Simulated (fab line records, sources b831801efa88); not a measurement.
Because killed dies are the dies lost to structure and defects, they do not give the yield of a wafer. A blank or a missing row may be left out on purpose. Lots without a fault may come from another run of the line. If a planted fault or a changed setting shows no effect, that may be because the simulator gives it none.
Commonality check across tools -- flow sky130 -- Sample size 14 lots and 42 wafers

## REASON FOR OPENING
Of 14 lots, 2 have the reading RES_XHIGH_TW flagged at SKY_RES_XHIGH_TW_MEAS_09. Wafers without a fault read 1641, standard deviation 8.8.
Rule: a lot gets a flag if all its wafers with a number sit over 4 standard deviations from that mean, or if no wafer of it has a number. As for the other lots, they are considered sound.

lot,measured,on,"RES_XHIGH_TW, wafer by wafer",flag
L778,day 26 08:49,filmMetro-03,1637 1634 1631,
L779,day 26 18:42,filmMetro-04,1639 1648 1635,
L782,day 28 20:04,filmMetro-04,1651 1647 1644,
L784,day 29 02:33,filmMetro-02,1624 1632 1642,
L783,day 29 04:04,filmMetro-04,1642 1644 1647,
L786,day 29 11:20,filmMetro-03,1918 1932 1923,FLAGGED
L785,day 29 11:38,filmMetro-04,1917 1916 1923,FLAGGED
L788,day 29 21:09,filmMetro-04,1645 1653 1633,
L787,day 30 02:41,filmMetro-02,1631 1639 1632,
L795,day 32 02:26,filmMetro-03,1637 1629 1634,
L796,day 32 15:52,filmMetro-04,1654 1653 1652,
L798,day 33 02:19,filmMetro-04,1638 1644 1641,
L799,day 33 07:47,filmMetro-03,1645 1641 1627,
L801,day 33 23:21,filmMetro-02,1625 1630 1622,
The numbers of the flagged lots are 1922 on average: +280 against the usual, or +32 standard deviations.

## WHICH TOOL RAN EACH LOT
Before the reading, the record contains 3 process steps out of a 708-step route. Cell contents, in order: the tool; ch with the chambers the sampled wafers went through; the start.
lot,flag,SKY_POLY_GATE_ETCH_17,SKY_LDD_P_STRIP_10,SKY_LDD_LDN_COAT_02
L778,,"rieSi-01 ch 0,1,3, day 16 01:28","plasmaAsher-01 ch 0,1, day 18 15:32","lithoTrack-04 ch 0, day 21 21:02"
L779,,"rieSi-01 ch 0,2, day 16 14:53","plasmaAsher-01 ch 0,1, day 19 04:39","lithoTrack-02 ch 0, day 22 09:45"
L782,,"rieSi-01 ch 1,2, day 18 13:02","plasmaAsher-02 ch 0,1, day 21 06:35","lithoTrack-04 ch 0, day 24 09:32"
L784,,"rieSi-02 ch 0,1,2, day 18 23:04","plasmaAsher-03 ch 0,1, day 21 15:44","lithoTrack-02 ch 0, day 24 19:07"
L783,,"rieSi-01 ch 0,2,3, day 18 22:43","plasmaAsher-02 ch 0,1, day 21 15:53","lithoTrack-04 ch 0, day 24 19:41"
L786,FLAGGED,"rieSi-01 ch 0,1, day 19 03:47","plasmaAsher-03 ch 0,1, day 21 19:45","lithoTrack-04, day 24 22:01"
L785,FLAGGED,"rieSi-02 ch 0,2, day 19 05:05","plasmaAsher-03 ch 0,1, day 21 21:04","lithoTrack-03, day 25 00:44"
L788,,"rieSi-01 ch 0,1,2, day 19 18:05","plasmaAsher-03 ch 0,1, day 22 09:29","lithoTrack-02 ch 0, day 25 11:51"
L787,,"rieSi-02 ch 1,2, day 20 00:32","plasmaAsher-01 ch 0,1, day 22 16:53","lithoTrack-04 ch 0, day 25 19:23"
L795,,"rieSi-01 ch 0,1,2, day 22 09:52","plasmaAsher-03 ch 0,1, day 25 00:07","lithoTrack-04 ch 0, day 27 22:59"
L796,,"rieSi-02 ch 0,3, day 22 20:53","plasmaAsher-02 ch 0,1, day 25 11:17","lithoTrack-04 ch 0, day 28 11:49"
L798,,"rieSi-02 ch 0,1, day 23 12:31","plasmaAsher-01 ch 1, day 26 02:03","lithoTrack-04 ch 0, day 29 01:02"
L799,,"rieSi-01 ch 0,2,3, day 23 17:22","plasmaAsher-02 ch 0,1, day 26 06:18","lithoTrack-02 ch 0, day 29 05:57"
L801,,"rieSi-01 ch 1,2, day 24 12:41","plasmaAsher-03 ch 0,1, day 27 00:41","lithoTrack-03 ch 0, day 29 23:11"
What is done by these steps:
- SKY_POLY_GATE_ETCH_17: etches poly-Si in HBr/Cl2, stops on SiO2, target depth 180 nm, time 70.5 s.
- SKY_LDD_P_STRIP_10: strips in O2/N2.
- SKY_LDD_LDN_COAT_02: resist thk 1140 nm.
- SKY_RES_XHIGH_TW_MEAS_09

## FLAGGED AGAINST TOTAL, ONE TOOL AT A TIME (gauges that did the reading follow at the end)
step,tool,lots run,flagged,share of the flagged lots,sound lots run after its first flagged lot
SKY_POLY_GATE_ETCH_17,rieSi-01,9,1,some,"4 (L788,L795,L799,L801)"
SKY_POLY_GATE_ETCH_17,rieSi-02,5,1,some,"3 (L787,L796,L798)"
SKY_LDD_P_STRIP_10,plasmaAsher-01,4,0,none,-
SKY_LDD_P_STRIP_10,plasmaAsher-02,4,0,none,-
SKY_LDD_P_STRIP_10,plasmaAsher-03,6,2,all,"3 (L788,L795,L801)"
SKY_LDD_LDN_COAT_02,lithoTrack-02,4,0,none,-
SKY_LDD_LDN_COAT_02,lithoTrack-03,2,1,some,1 (L801)
SKY_LDD_LDN_COAT_02,lithoTrack-04,8,1,some,"4 (L787,L795,L796,L798)"
SKY_RES_XHIGH_TW_MEAS_09,filmMetro-02,3,0,none,-
SKY_RES_XHIGH_TW_MEAS_09,filmMetro-03,4,1,some,"2 (L795,L799)"
SKY_RES_XHIGH_TW_MEAS_09,filmMetro-04,7,1,some,"3 (L788,L796,L798)"

## WHAT THE TABLE ALLOWS
Rows of the table that ran each flagged lot: 1, that is plasmaAsher-03 at SKY_LDD_P_STRIP_10.
- plasmaAsher-03 at SKY_LDD_P_STRIP_10: 2 of its 6 lots flagged. After the first flagged lot (L788, L795, L801), sound lots still ran on it; a lasting fault on the whole tool would not permit that.
Every row of the table either missed a flagged lot or ran a sound lot after the first.

## WHAT THE SIMULATOR HAD PUT IN
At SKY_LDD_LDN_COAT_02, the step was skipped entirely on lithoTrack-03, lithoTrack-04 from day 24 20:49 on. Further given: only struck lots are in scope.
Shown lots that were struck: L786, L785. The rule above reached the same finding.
